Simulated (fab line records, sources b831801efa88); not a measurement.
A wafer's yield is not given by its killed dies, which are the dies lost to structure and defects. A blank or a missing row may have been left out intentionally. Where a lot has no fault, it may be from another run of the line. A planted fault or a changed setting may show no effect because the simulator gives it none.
Matching of chambers :: flow gf180mcu :: rie_diel-04 running GF_PASSIVATION_ETCH_11: 4 sister chambers
The step etches the open film in CF4/O2, stops on TiN, target depth 2040 nm, time 453.3 s. 4 wafers are shown with their chamber, then 7 later ones without.

WAFERS WITH THEIR CHAMBER
wafer: L078.5
chamber: 2
drypump_motor_current_A (A): 6.5

wafer: L084.3
chamber: 0
drypump_motor_current_A (A): 6.7

wafer: L086.2
chamber: 3
drypump_motor_current_A (A): 5.3

wafer: L086.4
chamber: 1
drypump_motor_current_A (A): 5.1

WAFERS MISSING THEIR CHAMBER
wafer: L086.5
drypump_motor_current_A (A): 5.3

wafer: L090.1
drypump_motor_current_A (A): 6.5

wafer: L090.4
drypump_motor_current_A (A): 5.0

wafer: L090.6
drypump_motor_current_A (A): 6.5

wafer: L093.2
drypump_motor_current_A (A): 5.3

wafer: L093.5
drypump_motor_current_A (A): 6.5

wafer: L093.6
drypump_motor_current_A (A): 5.3

WHICH CHAMBER EACH ONE RAN IN
wafer: L086.5
from the rows above: 3
in truth: 3

wafer: L090.1
from the rows above: 2
in truth: 2

wafer: L090.4
from the rows above: 1
in truth: 1

wafer: L090.6
from the rows above: 2
in truth: 2

wafer: L093.2
from the rows above: 3
in truth: 3

wafer: L093.5
from the rows above: 2
in truth: 2

wafer: L093.6
from the rows above: 3
in truth: 3
Correct placement for 7 of the 7. Number that these rows cannot place: 0. 0 placed wrongly.
How it was worked out, from the rows above alone: a wafer's distance from a chamber is the root of the sum, over the readings, of the square of ((its reading less the chamber's mean) divided by the reading's scatter). The wafer belongs to the nearest chamber; if the next one is less than 2 further off, it can't be placed. For every chamber, the mean is computed from those of its wafers that are shown. The scatter: root of mean squared gap, hidden wafer to nearest shown wafer, with one shown wafer a chamber.
